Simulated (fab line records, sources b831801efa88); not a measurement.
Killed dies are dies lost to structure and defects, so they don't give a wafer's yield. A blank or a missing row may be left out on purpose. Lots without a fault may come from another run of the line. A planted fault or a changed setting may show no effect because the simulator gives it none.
Chamber matching | flow gf180mcu | GF_PASSIVATION_ETCH_11 on rie_diel-04: 4 sister chambers
The step etches the open film in CF4/O2, stops on TiN, target depth 2040 nm, time 453.3 s. 8 wafers are shown with their chamber, then 7 later ones without.

WAFERS WITH THEIR CHAMBER
wafer  | chamber | drypump_motor_current_A (A) | oes_product_au (a.u.)
L078.2 | 2       | 6.5                         | 0.986
L078.5 | 2       | 6.5                         | 0.990
L083.4 | 0       | 6.7                         | 1.003
L083.6 | 3       | 5.3                         | 0.990
L084.3 | 0       | 6.7                         | 1.001
L084.6 | 1       | 5.0                         | 0.991
L086.2 | 3       | 5.3                         | 1.001
L086.4 | 1       | 5.1                         | 0.988

WAFERS WITHOUT THEIR CHAMBER
wafer  | drypump_motor_current_A (A) | oes_product_au (a.u.)
L086.5 | 5.3                         | 0.986
L090.1 | 6.5                         | 0.989
L090.4 | 5.0                         | 0.981
L090.6 | 6.5                         | 0.987
L093.2 | 5.3                         | 1.004
L093.5 | 6.5                         | 0.986
L093.6 | 5.3                         | 0.991

WHICH CHAMBER EACH WENT THROUGH
wafer  | from the rows above | in truth
L086.5 | 3                   | 3
L090.1 | 2                   | 2
L090.4 | 1                   | 1
L090.6 | 2                   | 2
L093.2 | 3                   | 3
L093.5 | 2                   | 2
L093.6 | 3                   | 3
Placed correctly: 7 of 7. Can't be placed from these rows: 0. Placed wrongly: 0.
How it was worked out, from the rows above alone: a wafer's distance from a chamber is the root of the sum, over the readings, of the square of ((its reading less the chamber's mean) divided by the reading's scatter). The wafer belongs to the nearest chamber; if the next one is less than 2 further off, it can't be placed. A chamber's mean is the mean of its shown wafers. The scatter: the root of (the sum of the squares of (reading less its chamber's mean) over the shown wafers, divided by (wafers less chambers)).
